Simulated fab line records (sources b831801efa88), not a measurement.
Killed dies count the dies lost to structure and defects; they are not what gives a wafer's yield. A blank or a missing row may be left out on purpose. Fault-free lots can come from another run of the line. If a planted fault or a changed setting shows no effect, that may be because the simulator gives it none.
fab line records + flow sky130
record:
- lots: 14
- wafers: 41
- lastDay: 50
route steps=708 shown METAL2@500 VIA2@509
lots that met no fault: taken from a fault-free run of the same line
startH: hours from the record's opening day to when the first of the lot's shown wafers began + waitH: time in hours since the lot's previous step + " same as the row above + L1.1+2: a row that stands for several wafers + - no value, or no start was given + * or withheld: withheld + < > ~ a bound
route shown NAME@n: NAME is a module with steps in the file, n the number in the route of the first one + usual: average and standard deviation across the fault-free wafers + same: alike in all rows + chamber/n: place in a boat + sites: per-site readings + _std_site: standard deviation of those values + _edge_site: inner sites' mean taken away from outer sites' mean + radiusMm: how far each site lies from the wafer's centre + mask NAME#n: copy n + behind: tool/chamber where the wafer was last shaped + hold: why the lot was held/for how many hours/how that ended + device: the transistor (n, p or np) that didn't switch + end of line: at the end of the route, the tests of the same wafers + for a step that has no rows: nothing shown but its recipe + killed: at the first sort, the dies lost to defects and structure; wafer yield is something else + map: a wafer's dies, marking killed ones x, the rest . and places with no die _
set.NAME: setting as actually run; set.NAME@STEP: the setting as run at that earlier step + model.NAME: the simulator's own value behind a step, which no gauge read
steps of the route over a sample of lots; a table a step, a row a wafer
services: the hour from which a tool's chamber was out of use, counted from the record's first day as startH (under 0 if before that day), plus the number of hours and why
== steps ==
step: SKY_METAL2_DESCUM_17
recipe:
- chemistry: O2
- sourcePowerW: 150
- biasPowerW: 0
- pressureMtorr: 10
- tempC: 40
- timeS: 8
usual:
- drypumpMotorCurrentA: 5.4/0.54
- oesProductAu: 0.998/0.01
| lot.wafer | tool        | chamber | startH | waitH | drypumpMotorCurrentA | oesProductAu | rfHoursCounterH |
|-----------|-------------|---------|--------|-------|----------------------|--------------|-----------------|
| L720.1    | rieMetal-02 | 1       | 845.45 | 0.0   | 4.7                  | 0.988        | 6               |
| L720.2    | "           | 1       | "      | "     | 4.7                  | 0.990        | -               |
| L720.6    | "           | 1       | "      | "     | 4.7                  | 0.991        | -               |
| L719.2    | rieMetal-04 | 1       | 850.65 | 0.0   | 5.0                  | 0.984        | 3               |
| L719.4    | "           | 0       | "      | "     | 6.1                  | 1.008        | -               |
| L719.5    | "           | 0       | "      | "     | 6.1                  | 0.999        | -               |
| L721.3    | rieMetal-04 | 0       | 854.55 | 0.0   | 6.1                  | 0.997        | -               |
| L721.4    | "           | 1       | "      | "     | 5.0                  | 0.997        | -               |
| L721.5    | "           | 0       | "      | "     | 6.1                  | 0.998        | -               |
| L722.3    | rieMetal-04 | 0       | 863.47 | 0.0   | 6.1                  | 0.998        | -               |
| L722.5    | "           | 1       | "      | "     | 5.0                  | 0.990        | -               |
| L722.6    | "           | 0       | "      | "     | 6.1                  | 1.007        | -               |
| L723.1    | rieMetal-02 | 1       | 866.19 | 0.0   | 4.7                  | 0.991        | 6               |
| L723.3    | "           | 1       | "      | "     | 4.7                  | 0.982        | -               |
| L723.5    | "           | 0       | "      | "     | 6.0                  | 1.008        | -               |
| L724.2    | rieMetal-04 | 0       | 871.00 | 0.0   | 6.1                  | 1.020        | 9               |
| L724.3    | "           | 0       | "      | "     | 6.1                  | 1.015        | -               |
| L725.1    | rieMetal-04 | 0       | 886.39 | 0.0   | 6.1                  | 1.002        | 10              |
| L725.3    | "           | 0       | "      | "     | 6.1                  | 1.005        | -               |
| L725.5    | "           | 0       | "      | "     | 6.1                  | 1.007        | -               |
| L728.1    | rieMetal-04 | 0       | 902.36 | 0.0   | 6.1                  | 1.009        | 10              |
| L728.3    | "           | 0       | "      | "     | 6.1                  | 0.998        | -               |
| L728.6    | "           | 0       | "      | "     | 6.1                  | 1.012        | -               |
| L732.2    | rieMetal-02 | 1       | 938.69 | 0.0   | 4.6                  | 0.994        | 10              |
| L732.4    | "           | 1       | "      | "     | 4.6                  | 0.985        | -               |
| L732.5    | "           | 1       | "      | "     | 4.6                  | 0.998        | -               |
| L733.3    | rieMetal-01 | 0       | 942.70 | 0.0   | 5.6                  | 1.007        | -               |
| L733.4    | "           | 1       | "      | "     | 5.1                  | 0.992        | -               |
| L733.5    | "           | 0       | "      | "     | 5.6                  | 1.003        | -               |
| L734.1    | rieMetal-01 | 0       | 943.79 | 0.0   | 5.6                  | 1.005        | 15              |
| L734.4    | "           | 1       | "      | "     | 5.1                  | 0.997        | -               |
| L734.6    | "           | 1       | "      | "     | 5.1                  | 0.987        | -               |
| L735.3    | rieMetal-04 | 1       | 954.45 | 0.0   | 5.0                  | 1.007        | -               |
| L735.5    | "           | 1       | "      | "     | 5.0                  | 0.993        | -               |
| L735.6    | "           | 0       | "      | "     | 6.1                  | 1.015        | -               |
| L736.1    | rieMetal-01 | 0       | 963.44 | 0.0   | 5.6                  | 1.002        | 16              |
| L736.3    | "           | 1       | "      | "     | 5.1                  | 0.996        | -               |
| L736.5    | "           | 0       | "      | "     | 5.6                  | 1.004        | -               |
| L739.1    | rieMetal-04 | 0       | 980.89 | 0.0   | 6.1                  | 0.998        | 14              |
| L739.2    | "           | 1       | "      | "     | 5.0                  | 1.004        | 8               |
| L739.4    | "           | 0       | "      | "     | 6.1                  | 1.007        | -               |
step: SKY_VIA2_CMP_02
recipe:
- material: SiO2
- downForcePsi: 4
- platenRpm: 60
- padVelocityMS: 0.94248
usual:
- motorCurrentA: 11.7/1.8
| lot.wafer | tool   | chamber | startH | waitH | motorCurrentA |
|-----------|--------|---------|--------|-------|---------------|
| L720.2    | cmp-02 | 2       | 846.60 | 0.0   | 10.4          |
| L720.1    | "      | 1       | "      | "     | 14.9          |
| L720.6    | "      | 3       | "      | "     | 10.2          |
| L719.4    | cmp-01 | 2       | 851.62 | 0.0   | 10.8          |
| L719.2    | "      | 3       | "      | "     | 9.8           |
| L719.5    | "      | 3       | "      | "     | 9.3           |
| L721.4    | cmp-02 | 0       | 855.61 | 0.1   | 13.7          |
| L721.3    | "      | 1       | "      | "     | 14.5          |
| L721.5    | "      | 3       | "      | "     | 9.6           |
| L722.3    | cmp-02 | 0       | 864.53 | 0.1   | 14.2          |
| L722.5    | "      | 3       | "      | "     | 10.1          |
| L722.6    | "      | 0       | "      | "     | 14.2          |
| L723.1    | cmp-01 | 2       | 867.28 | 0.1   | 9.9           |
| L723.3    | "      | 3       | "      | "     | 9.7           |
| L723.5    | "      | 0       | "      | "     | 13.5          |
| L724.3    | cmp-02 | 3       | 872.19 | 0.2   | 10.3          |
| L724.2    | "      | 0       | "      | "     | 14.1          |
| L725.3    | cmp-01 | 0       | 887.41 | 0.1   | 13.0          |
| L725.1    | "      | 2       | "      | "     | 9.8           |
| L725.5    | "      | 3       | "      | "     | 9.7           |
| L728.1    | cmp-01 | 1       | 903.53 | 0.1   | 11.3          |
| L728.3    | "      | 3       | "      | "     | 9.8           |
| L728.6    | "      | 2       | "      | "     | 9.4           |
| L732.4    | cmp-02 | 0       | 939.75 | 0.1   | 13.7          |
| L732.2    | "      | 1       | "      | "     | 14.6          |
| L732.5    | "      | 3       | "      | "     | 10.1          |
| L733.3    | cmp-02 | 0       | 943.93 | 0.3   | 13.9          |
| L733.4    | "      | 2       | "      | "     | 11.0          |
| L733.5    | "      | 3       | "      | "     | 10.0          |
| L734.4    | cmp-01 | 0       | 944.94 | 0.2   | 12.5          |
| L734.1    | "      | 1       | "      | "     | 12.4          |
| L734.6    | "      | 2       | "      | "     | 9.5           |
| L735.3    | cmp-02 | 3       | 955.50 | 0.1   | 10.1          |
| L735.6    | "      | 1       | "      | "     | 14.1          |
| L735.5    | "      | 2       | "      | "     | 10.7          |
| L736.3    | cmp-01 | 1       | 964.59 | 0.1   | 11.7          |
| L736.1    | "      | 3       | "      | "     | 9.3           |
| L736.5    | "      | 1       | "      | "     | 11.2          |
| L739.4    | cmp-02 | 1       | 981.97 | 0.1   | 14.4          |
| L739.2    | "      | 3       | "      | "     | 10.3          |
| L739.1    | "      | 0       | "      | "     | 13.4          |
step: SKY_VIA2_ETCH_14
recipe:
- chemistry: N2/H2
- target: BARC
- ionEnergyEv: 200
- sourceW: 500
- biasW: 100
- pressureMtorr: 30
- n2FlowSccm: 100
- h2FlowSccm: 200
- stopOn: SiO2
- timeS: 45.9
- targetDepthA: 600
usual:
- drypumpMotorCurrentA: 5.5/0.48
- oesProductAu: 0.853/0.005
- runLengthS: 74.1/0.46
- throttleValvePct: 13.225/0.0089
| lot.wafer | tool       | chamber | startH  | waitH | drypumpMotorCurrentA | oesProductAu | rfHoursCounterH | runLengthS | throttleValvePct |
|-----------|------------|---------|---------|-------|----------------------|--------------|-----------------|------------|------------------|
| L720.1    | rieDiel-02 | 0       | 873.42  | 0.0   | 5.5                  | 0.857        | 8               | 74.8       | 13.223           |
| L720.2    | "          | 2       | "       | "     | 4.8                  | 0.857        | 15              | 74.4       | 13.242           |
| L720.6    | "          | 1       | "       | "     | 5.5                  | 0.851        | -               | 74.5       | 13.219           |
| L719.2    | rieDiel-02 | 3       | 877.95  | 0.0   | 5.4                  | 0.856        | 19              | 74.6       | 13.229           |
| L719.4    | "          | 0       | "       | "     | 5.5                  | 0.856        | 8               | 75.2       | 13.211           |
| L719.5    | "          | 1       | "       | "     | 5.5                  | 0.852        | -               | 74.2       | 13.220           |
| L721.3    | rieDiel-01 | 1       | 881.90  | 0.0   | 5.2                  | 0.857        | 9               | 74.8       | 13.236           |
| L721.4    | "          | 3       | "       | "     | 4.8                  | 0.849        | 11              | 74.0       | 13.215           |
| L721.5    | "          | 3       | "       | "     | 4.8                  | 0.850        | -               | 73.9       | 13.225           |
| L722.3    | rieDiel-01 | 0       | 890.77  | 0.0   | 6.2                  | 0.853        | 13              | 73.1       | 13.228           |
| L722.5    | "          | 1       | "       | "     | 5.2                  | 0.847        | -               | 73.9       | 13.208           |
| L722.6    | "          | 0       | "       | "     | 6.3                  | 0.860        | -               | 73.1       | 13.220           |
| L723.1    | rieDiel-04 | 0       | 894.14  | 0.0   | 5.9                  | 0.848        | 22              | 73.8       | 13.229           |
| L723.3    | "          | 3       | "       | "     | 5.9                  | 0.842        | 13              | 73.7       | 13.220           |
| L723.5    | "          | 0       | "       | "     | 5.9                  | 0.848        | -               | 74.2       | 13.220           |
| L724.2    | rieDiel-01 | 3       | 898.09  | 0.0   | 4.8                  | 0.850        | 11              | 74.0       | 13.225           |
| L724.3    | "          | 0       | "       | "     | 6.2                  | 0.851        | 13              | 73.3       | 13.230           |
| L725.1    | rieDiel-02 | 0       | 912.96  | 0.0   | 5.5                  | 0.853        | 9               | 75.0       | 13.227           |
| L725.3    | "          | 2       | "       | "     | 4.8                  | 0.855        | 16              | 74.3       | 13.229           |
| L725.5    | "          | 2       | "       | "     | 4.8                  | 0.851        | -               | 74.6       | 13.229           |
| L728.1    | rieDiel-01 | 1       | 929.66  | 0.0   | 5.2                  | 0.865        | 10              | 74.0       | 13.242           |
| L728.3    | "          | 0       | "       | "     | 6.2                  | 0.857        | 14              | 73.3       | 13.217           |
| L728.6    | "          | 2       | "       | "     | 5.5                  | 0.856        | -               | 73.9       | 13.241           |
| L732.2    | rieDiel-02 | 1       | 964.76  | 0.0   | 5.5                  | 0.970        | 24              | 68.4       | 13.228           |
| L732.4    | "          | 0       | "       | "     | 5.5                  | 0.856        | 10              | 74.6       | 13.233           |
| L732.5    | "          | 3       | "       | "     | 5.4                  | 0.860        | -               | 74.5       | 13.229           |
| L733.3    | rieDiel-02 | 2       | 968.14  | 0.0   | 4.8                  | 0.855        | 17              | 74.3       | 13.236           |
| L733.4    | "          | 1       | "       | "     | 5.5                  | 0.958        | 24              | 68.4       | 13.245           |
| L733.5    | "          | 0       | "       | "     | 5.5                  | 0.854        | -               | 74.6       | 13.217           |
| L734.1    | rieDiel-04 | 0       | 969.64  | 0.0   | 5.9                  | 0.851        | 24              | 74.3       | 13.214           |
| L734.4    | "          | 3       | "       | "     | 5.9                  | 0.851        | 15              | 73.8       | 13.228           |
| L734.6    | "          | 2       | "       | "     | 6.6                  | 0.861        | -               | 74.3       | 13.213           |
| L735.3    | rieDiel-04 | 1       | 979.67  | 0.0   | 5.8                  | 0.852        | 19              | 74.3       | 13.237           |
| L735.5    | "          | 3       | "       | "     | 5.9                  | 0.848        | -               | 74.2       | 13.224           |
| L735.6    | "          | 0       | "       | "     | 6.0                  | 0.862        | -               | 73.7       | 13.230           |
| L736.1    | rieDiel-01 | 2       | 988.96  | 0.0   | 5.5                  | 0.854        | 9               | 73.6       | 13.232           |
| L736.3    | "          | 1       | "       | "     | 5.2                  | 0.862        | 12              | 74.0       | 13.223           |
| L736.5    | "          | 2       | "       | "     | 5.4                  | 0.851        | -               | 73.8       | 13.226           |
| L739.1    | rieDiel-01 | 1       | 1006.54 | 0.0   | 5.2                  | 0.860        | 12              | 74.4       | 13.223           |
| L739.2    | "          | 3       | "       | "     | 4.9                  | 0.859        | 14              | 73.9       | 13.220           |
| L739.4    | "          | 2       | "       | "     | 5.5                  | 0.850        | 9               | 74.1       | 13.227           |
step: SKY_VIA2_RS_MEAS_22
recipe:
- thkMeasGauge: four-point-probe
- reads: W_of_VIA2_CVD_21+TiN_of_VIA2_SPUTTER_20
usual:
- VIA2_W_RS: 0.270/0.0033
| lot.wafer | tool         | chamber | startH  | waitH | VIA2_W_RS[ohm/sq] |
|-----------|--------------|---------|---------|-------|-------------------|
| L720.1    | filmMetro-01 | -       | 874.44  | 0.2   | 0.272             |
| L720.2    | "            | -       | "       | "     | 0.274             |
| L720.6    | "            | -       | "       | "     | 0.273             |
| L719.2    | filmMetro-02 | -       | 878.87  | 0.1   | 0.266             |
| L719.4    | "            | -       | "       | "     | 0.270             |
| L719.5    | "            | -       | "       | "     | 0.269             |
| L721.3    | filmMetro-01 | -       | 882.88  | 0.1   | 0.263             |
| L721.4    | "            | -       | "       | "     | 0.267             |
| L721.5    | "            | -       | "       | "     | 0.267             |
| L722.3    | filmMetro-02 | -       | 891.70  | 0.1   | 0.271             |
| L722.5    | "            | -       | "       | "     | 0.270             |
| L722.6    | "            | -       | "       | "     | 0.270             |
| L723.1    | filmMetro-04 | -       | 895.03  | 0.1   | 0.266             |
| L723.3    | "            | -       | "       | "     | 0.265             |
| L723.5    | "            | -       | "       | "     | 0.264             |
| L724.2    | filmMetro-04 | -       | 899.07  | 0.1   | 0.277             |
| L724.3    | "            | -       | "       | "     | 0.275             |
| L725.1    | filmMetro-01 | -       | 913.84  | 0.1   | 0.269             |
| L725.3    | "            | -       | "       | "     | 0.267             |
| L725.5    | "            | -       | "       | "     | 0.268             |
| L728.1    | filmMetro-01 | -       | 930.58  | 0.1   | 0.270             |
| L728.3    | "            | -       | "       | "     | 0.270             |
| L728.6    | "            | -       | "       | "     | 0.272             |
| L732.2    | filmMetro-04 | -       | 965.66  | 0.1   | 0.271             |
| L732.4    | "            | -       | "       | "     | 0.273             |
| L732.5    | "            | -       | "       | "     | 0.272             |
| L733.3    | filmMetro-04 | -       | 969.10  | 0.1   | 0.271             |
| L733.4    | "            | -       | "       | "     | 0.269             |
| L733.5    | "            | -       | "       | "     | 0.270             |
| L734.1    | filmMetro-01 | -       | 970.58  | 0.1   | 0.267             |
| L734.4    | "            | -       | "       | "     | 0.270             |
| L734.6    | "            | -       | "       | "     | 0.267             |
| L735.3    | filmMetro-01 | -       | 980.81  | 0.1   | 0.272             |
| L735.5    | "            | -       | "       | "     | 0.266             |
| L735.6    | "            | -       | "       | "     | 0.270             |
| L736.1    | filmMetro-04 | -       | 989.91  | 0.1   | 0.273             |
| L736.3    | "            | -       | "       | "     | 0.271             |
| L736.5    | "            | -       | "       | "     | 0.271             |
| L739.1    | filmMetro-01 | -       | 1007.60 | 0.2   | 0.268             |
| L739.2    | "            | -       | "       | "     | 0.269             |
| L739.4    | "            | -       | "       | "     | 0.267             |
== services ==
| tool        | chamber | startH | hours | kind                          |
|-------------|---------|--------|-------|-------------------------------|
| rieMetal-02 | 0       | 824.29 | -     | clean                         |
| rieMetal-02 | 0       | 824.29 | 25.0  | scheduledDown                 |
| rieMetal-02 | 0       | 824.29 | 25.0  | ventCycle                     |
| rieDiel-04  | 1       | 835.57 | 3.0   | repair                        |
| rieMetal-04 | 0       | 836.80 | 2.4   | repair                        |
| rieDiel-01  | 0       | 843.58 | 3.4   | repair                        |
| rieDiel-04  | 3       | 849.04 | 4.0   | repair                        |
| rieDiel-01  | 1       | 853.21 | 4.7   | repair                        |
| cmp-01      | -       | 855.89 | 5.8   | pm                            |
| rieMetal-04 | -       | 857.12 | 2.8   | pm                            |
| rieDiel-04  | 1       | 876.50 | 2.1   | repair                        |
| cmp-01      | -       | 881.53 | 0.9   | repair                        |
| rieDiel-04  | 1       | 885.64 | 20.5  | repair                        |
| rieDiel-02  | 1       | 899.49 | 6.3   | repair                        |
| rieMetal-04 | 1       | 899.53 | 11.4  | repair                        |
| rieDiel-01  | 1       | 905.83 | 6.2   | repair                        |
| cmp-01      | -       | 912.11 | 4.0   | pm                            |
| cmp-01      | -       | 916.11 | -     | consumableReplace:conditioner |
| cmp-01      | -       | 916.11 | -     | consumableReplace:pad         |
| rieDiel-01  | 3       | 928.80 | 8.2   | repair                        |
| cmp-01      | -       | 960.70 | 1.1   | repair                        |
| rieDiel-02  | 0       | 978.90 | 4.9   | repair                        |
| rieMetal-02 | -       | 990.33 | 2.1   | repair                        |
== key ==
firstSign:
- step: SKY_VIA2_ETCH_14
- reading: oesProductAu
- direction: up
- sigmas: 22
- usual: 0.853
- struck: 0.964
effect:
- step: SKY_VIA2_ETCH_14
- reading: runLengthS
- direction: down
- sigmas: 12
- usual: *
- struck: *
metAt SKY_VIA2_ETCH_14
struckLots L732,L733
struckWafers L732.2,L733.4
sortLeftOut L732.2,L733.4
notActingAt SKY_METAL2_DESCUM_17,SKY_VIA2_CMP_02,SKY_VIA2_RS_MEAS_22
onsetBetween 877.95 964.76
fault:
- kind: processParameterDrift
- tool: rieDiel-02
- chamber: 1
- onsetH: 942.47
- steps: SKY_VIA2_ETCH_14
- channel: timeS
- offset: *
- shape: step
- endH: 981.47
- actsIn: *
- stated: *
sortLeftOut: the simulated sort isn't trusted on such a fault, so these wafers' sort isn't shown, and their yield isn't known
